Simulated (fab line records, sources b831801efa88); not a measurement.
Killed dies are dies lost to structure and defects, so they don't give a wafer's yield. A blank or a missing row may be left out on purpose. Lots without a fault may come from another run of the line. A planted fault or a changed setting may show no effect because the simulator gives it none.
fab line records | flow sky130
record lots=5 wafers=15 last_day=50
route steps=708 shown VT_ADJUST_HVTR@135 VT_ADJUST_PCH@143 PAD_OPEN@708
lots that met no fault: from a run of the same line without faults
start_h: hours from the record's first day to the start of the lot's first wafer shown | wait_h: hours since the lot's step before | " the same as in the row above | L1.1+2: a row that stands for several wafers | - no value, or no start given | * or withheld: withheld | < > ~ a bound
route shown NAME@n: a module of which the file shows steps, and the number in the route of the first | usual: mean/standard deviation of fault-free wafers | same: alike in all rows | chamber/n: place in a boat | sites: the reading at each site | _std_site: their standard deviation | _edge_site: outer sites' mean less inner sites' | radius_mm: how far each site lies from the wafer's centre | mask NAME#n: copy n | behind: the tool/chamber that last shaped the wafer | hold: why the lot was held/for how many hours/how that ended | device: the transistor (n, p or np) that didn't switch | end of line: the same wafers' tests at the end of the route | a step without rows: its recipe alone | killed: dies lost to structure and defects at the first sort, not the wafer's yield | map: a wafer's dies, x killed, . not, _ none there
set.NAME: the setting as run; set.NAME@STEP: as run at that earlier step | model.NAME: the simulator's own value behind a step, which no gauge read
lots at some steps of the route; a table a step, a row a wafer
services: from which hour (start_h, from the record's first day; less than 0 if before it) a tool's chamber was out of use, for how many hours, and why
## steps
# step SKY_VT_ADJUST_HVTR_EXPOSE_04
# recipe mask_id=HVTRM target_cd_nm=380 na=0.6 source_shape=conventional sigma_outer=0.6 dose_mj=147.6
# step SKY_VT_ADJUST_HVTR_PEB_05
# recipe temp_c=withheld time_s=* resist=NOVOLAK
# step SKY_VT_ADJUST_HVTR_DEVELOP_06
# recipe develop_time_s=60 dev_temp_c=23.87
# step SKY_VT_ADJUST_HVTR_CD_MEAS_07
# recipe target_cd_nm=380
# usual cd_nm=379.4/2.9
# columns lot.wafer tool chamber start_h wait_h cd_nm
L738.2 cd_sem-01 - 224.45 0.1 381.3
L738.4 " - " " 383.0
L738.6 " - " " 382.8
L740.1 cd_sem-02 - 230.35 0.1 376.3
L740.2 " - " " 375.2
L740.6 " - " " 376.6
L755.1 cd_sem-01 - 331.94 0.1 381.9
L755.3 " - " " 383.5
L755.4 " - " " 381.4
L757.1 cd_sem-01 - 348.64 0.1 375.8
L757.5 " - " " 376.4
L757.6 " - " " 375.5
L758.1 cd_sem-01 - 358.21 0.1 382.8
L758.3 " - " " 381.5
L758.4 " - " " 383.9
# step SKY_VT_ADJUST_HVTR_OVL_MEAS_08
# usual VT_ADJUST_HVTR_OVL=-0.5/1.4
# columns lot.wafer tool chamber start_h wait_h VT_ADJUST_HVTR_OVL[nm]
L738.2 overlay-01 - 224.56 0.1 0.1
L738.4 " - " " -1.2
L738.6 " - " " -1.7
L740.1 overlay-01 - 230.47 0.1 -0.6
L740.2 " - " " -1.4
L740.6 " - " " -0.7
L755.1 overlay-01 - 332.06 0.1 0.4
L755.3 " - " " 1.9
L755.4 " - " " 0.9
L757.1 overlay-01 - 348.76 0.1 -2.1
L757.5 " - " " -0.6
L757.6 " - " " -2.1
L758.1 overlay-02 - 358.33 0.1 -0.8
L758.3 " - " " -1.0
L758.4 " - " " -1.1
# step SKY_VT_ADJUST_HVTR_IMPLANT_09
# recipe species=B energy_kev=10 dose_cm2=2.1e+12 tilt_deg=withheld
# step SKY_VT_ADJUST_HVTR_STRIP_10
# recipe chemistry=O2/N2 power_w=1400 pressure_mtorr=1500 platen_temp_c=withheld o2_flow_sccm=3000 n2_flow_sccm=300 overash_fraction=0.5
# usual drypump_motor_current_A=5.8/0.52 oes_product_au=0.716/0.0042 strip_time_to_endpoint_s=14.19/0.047
# columns lot.wafer tool chamber start_h wait_h drypump_motor_current_A oes_product_au rf_hours_counter_h strip_time_to_endpoint_s
L738.2 plasma_asher-02 0 224.74 0.1 6.0 0.720 56 14.21
L738.4 " 1 " " 5.0 0.728 - 14.29
L738.6 " 1 " " 5.0 0.716 - 14.28
L740.1 plasma_asher-04 0 230.65 0.1 5.9 0.718 42 14.17
L740.2 " 1 " " 5.6 0.709 42 14.19
L740.6 " 1 " " 5.6 0.718 - 14.18
L755.1 plasma_asher-02 1 332.25 0.1 5.0 0.719 67 14.25
L755.3 " 0 " " 5.9 0.719 - 14.16
L755.4 " 1 " " 5.0 0.718 - 14.21
L757.1 plasma_asher-01 1 348.95 0.1 6.7 0.712 65 14.20
L757.5 " 1 " " 6.7 0.719 - 14.18
L757.6 " 0 " " 5.6 0.708 - 14.22
L758.1 plasma_asher-02 0 358.52 0.1 6.0 0.712 69 14.27
L758.3 " 1 " " 5.0 0.707 - 14.23
L758.4 " 0 " " 6.0 0.714 - 14.26
# step SKY_VT_ADJUST_HVTR_TW_MEAS_11
# usual VT_ADJUST_HVTR_TW=209.8/1.3
# columns lot.wafer tool chamber start_h wait_h VT_ADJUST_HVTR_TW
L738.2 film_metro-03 - 224.85 0.1 211.6
L738.4 " - " " 210.7
L738.6 " - " " 211.4
L740.1 film_metro-03 - 230.75 0.1 208.7
L740.2 " - " " 210.7
L740.6 " - " " 210.7
L755.1 film_metro-03 - 332.35 0.1 210.2
L755.3 " - " " 212.1
L755.4 " - " " 209.8
L757.1 film_metro-03 - 349.05 0.1 213.4
L757.5 " - " " 212.8
L757.6 " - " " 212.6
L758.1 film_metro-03 - 358.62 0.1 211.7
L758.3 " - " " 211.5
L758.4 " - " " 211.7
# step SKY_VT_ADJUST_PCH_DEHYDRATE_00
# recipe temp_c=200 time_s=60
# step SKY_VT_ADJUST_PCH_HMDS_01
# recipe prime_time_s=60 prime_temp_c=120
# step SKY_VT_ADJUST_PCH_COAT_02
# recipe spin_rpm=2000 resist_thk_nm=3000
# step SKY_VT_ADJUST_PCH_SOFTBAKE_03
# recipe temp_c=110 time_s=withheld
# step SKY_VT_ADJUST_PCH_EXPOSE_04
# recipe mask_id=NWM na=0.6 source_shape=conventional sigma_outer=0.6 polarization=unpolarized target_cd_nm=840 dose_mj=255
# usual exposure_dose_mJ_cm2=254.97/0.25
# columns lot.wafer tool chamber start_h wait_h mask exposure_dose_mJ_cm2
L738.2 iline_stepper-02 0 236.20 - NWM#0 255.08
L738.4 " 0 " " NWM#0 254.91
L738.6 " 0 " " NWM#0 255.33
L740.1 iline_stepper-01 0 242.31 - TUNM#0 255.09
L740.2 " 0 " " TUNM#0 255.10
L740.6 " 0 " " TUNM#0 255.15
L755.1 iline_stepper-01 0 345.36 - NWM#0 255.17
L755.3 " 0 " " NWM#0 255.14
L755.4 " 0 " " NWM#0 255.31
L757.1 iline_stepper-02 0 363.23 - NWM#0 254.99
L757.5 " 0 " " NWM#0 254.87
L757.6 " 0 " " NWM#0 255.07
L758.1 iline_stepper-01 0 372.08 - NWM#0 254.81
L758.3 " 0 " " NWM#0 255.31
L758.4 " 0 " " NWM#0 254.78
# step SKY_VT_ADJUST_PCH_PEB_05
# recipe temp_c=115 time_s=withheld
# step SKY_VT_ADJUST_PCH_DEVELOP_06
# recipe wall_angle_deg=90 developer=TMAH develop_time_s=60 dev_temp_c=23
# step SKY_VT_ADJUST_PCH_OVL_MEAS_07
# usual VT_ADJUST_PCH_OVL=-0.8/1.5
# columns lot.wafer tool chamber start_h wait_h VT_ADJUST_PCH_OVL[nm]
L738.2 overlay-02 - 247.30 - -4.0
L738.4 " - " " -2.8
L738.6 " - " " -3.3
L740.1 overlay-01 - 253.45 - -
L740.2 " - " " -
L740.6 " - " " -
L755.1 overlay-02 - 359.56 - 1.0
L755.3 " - " " 0.9
L755.4 " - " " -0.6
L757.1 overlay-02 - 376.53 - -0.2
L757.5 " - " " -2.1
L757.6 " - " " -0.6
L758.1 overlay-02 - 386.46 - -0.1
L758.3 " - " " -0.3
L758.4 " - " " 1.4
# step SKY_VT_ADJUST_PCH_IMPLANT_08
# recipe species=B energy_kev=10 dose_cm2=5e+11 tilt_deg=withheld
# step SKY_VT_ADJUST_PCH_STRIP_09
# recipe chemistry=O2/N2 power_w=1400 pressure_mtorr=1500 platen_temp_c=withheld o2_flow_sccm=3000 n2_flow_sccm=300 overash_fraction=0.5
# usual drypump_motor_current_A=5.8/0.41 oes_product_au=0.723/0.0043 strip_time_to_endpoint_s=36.91/0.1
# columns lot.wafer tool chamber start_h wait_h drypump_motor_current_A oes_product_au rf_hours_counter_h strip_time_to_endpoint_s
L738.2 plasma_asher-04 1 247.48 0.1 5.6 0.731 43 36.84
L738.4 " 0 " " 6.0 0.724 - 36.97
L738.6 " 0 " " 5.9 0.726 - 36.91
L740.1 plasma_asher-04 0 253.63 0.1 5.9 0.724 44 36.78
L740.2 " 1 " " 5.7 0.722 44 36.78
L740.6 " 0 " " 5.9 0.718 - 36.84
L755.1 plasma_asher-04 1 359.74 0.1 5.6 0.722 54 36.81
L755.3 " 0 " " 5.9 0.723 - 36.85
L755.4 " 1 " " 5.6 0.717 - 36.71
L757.1 plasma_asher-02 1 376.72 0.1 5.0 0.724 71 36.92
L757.5 " 0 " " 6.0 0.723 - 37.07
L757.6 " 1 " " 5.0 0.724 - 37.15
L758.1 plasma_asher-02 1 386.64 0.1 5.0 0.724 72 36.96
L758.3 " 1 " " 5.0 0.717 - 36.78
L758.4 " 0 " " 6.0 0.720 - 37.00
# step SKY_VT_ADJUST_PCH_TW_MEAS_10
# usual VT_ADJUST_PCH_TW=141.7/0.84
# columns lot.wafer tool chamber start_h wait_h hold VT_ADJUST_PCH_TW
L738.2 film_metro-03 - 247.59 0.1 - 142.4
L738.4 " - " " - 142.2
L738.6 " - " " - 142.9
L740.1 film_metro-04 - 253.73 0.1 await_dispo/0.2h/release 29.9
L740.2 " - " " await_dispo/0.2h/release 29.8
L740.6 " - " " await_dispo/0.2h/release 29.9
L740.1 film_metro-04 - 253.96 0.2 - 29.6
L740.2 " - " " - 29.9
L740.6 " - " " - 29.8
L755.1 film_metro-04 - 359.84 0.1 - 142.0
L755.3 " - " " - 142.0
L755.4 " - " " - 141.7
L757.1 film_metro-01 - 376.82 0.1 - 141.2
L757.5 " - " " - 141.1
L757.6 " - " " - 140.3
L758.1 film_metro-01 - 386.74 0.1 - 140.3
L758.3 " - " " - 141.2
L758.4 " - " " - 140.7
# step SKY_PAD_OPEN_PROBE_99
# usual defect_limited_yield=82.4/2 killed_at_M0_to_M3=42/6.8 killed_at_M4_up=3.4/1.8 killed_at_contacts=25/5.7 killed_at_front_end=16/4.8 killed_at_other=0.2/0.39 killed_dies=87/9.6 killed_open=47/6.9 killed_short=40/6.3 sort_bin_3_pad_short=0.9/0.45 sort_bin_5_function=10.4/1.5 sort_bin_6_memory=6.3/1.1 sort_n_pass=405/9.6 sort_yield_pct=82.4/2
# same gross_dies=492 killed_at_back_side=0 sort_bin_4_leakage[%]=0 sort_bin_8_speed[%]=0
# columns lot.wafer tool chamber start_h wait_h defect_limited_yield[%] killed_at_M0_to_M3 killed_at_M4_up killed_at_contacts killed_at_front_end killed_at_other killed_dies killed_open killed_short sort_bin_3_pad_short[%] sort_bin_5_function[%] sort_bin_6_memory[%] sort_n_pass sort_yield_pct[%]
L757.1 prober-01 - 1186.09 0.1 84.3 33 8 24 12 0 77 37 40 1.4 7.7 6.5 415 84.3
L757.5 prober-01 - 1186.29 0.2 82.5 47 4 24 11 0 86 39 47 0.4 11.4 5.7 406 82.5
L757.6 prober-01 - 1186.34 0.2 81.9 46 3 20 20 0 89 47 42 0 11.2 6.9 403 81.9
# killed by level:class
L757.1 CONTACT:geometric_particle:open=10 VIA1:geometric_particle:open=8 METAL4:geometric_particle:short=7 METAL1:geometric_particle:short=5 CONTACT:geometric_particle:short=5 VIA1:geometric_particle:short=5 VIA2:geometric_particle:open=5 FIELD_ISO:geometric_particle:short=4
L757.5 METAL2:geometric_particle:short=9 VIA1:geometric_particle:short=9 LI_CONTACT:geometric_particle:open=8 CONTACT:geometric_particle:open=7 VIA1:geometric_particle:open=7 CONTACT:geometric_particle:short=6 VIA2:geometric_particle:open=6 VIA2:geometric_particle:short=5
L757.6 VIA1:geometric_particle:open=10 METAL2:geometric_particle:short=7 VIA1:geometric_particle:short=7 LI_CONTACT:geometric_particle:open=6 CONTACT:geometric_particle:open=6 POLY_GATE:geometric_particle:open=5 VIA2:geometric_particle:short=5 VIA3:geometric_particle:short=5
## services
# columns tool chamber start_h hours kind
plasma_asher-01 - 206.01 6.3 repair
iline_stepper-01 - 250.90 3.5 repair
plasma_asher-01 - 254.36 20.7 repair
iline_stepper-02 - 263.75 1.7 pm
plasma_asher-02 - 334.86 4.1 repair
iline_stepper-01 - 360.48 1.7 pm
plasma_asher-01 - 371.14 25.5 pm
## key
first_sign step=SKY_VT_ADJUST_PCH_EXPOSE_04 reading=mask direction=changed
effect step=SKY_VT_ADJUST_PCH_OVL_MEAS_07 reading=VT_ADJUST_PCH_OVL direction=missing
effect step=SKY_VT_ADJUST_PCH_TW_MEAS_10 reading=visit direction=added
effect step=SKY_VT_ADJUST_PCH_TW_MEAS_10 reading=VT_ADJUST_PCH_TW direction=down sigmas=99+ usual=141.7 struck=29.8
met_at SKY_VT_ADJUST_PCH_EXPOSE_04
struck_wafers L740.1,L740.2,L740.6
scrapped_behind SKY_VT_ADJUST_PCH_TW_MEAS_10 L740.1,L740.2,L740.6
fault kind=wrong_mask tool=any chamber=- onset_h=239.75 steps=SKY_VT_ADJUST_PCH_EXPOSE_04 aux_copy=TUNM#0 scope=struck_lots_only
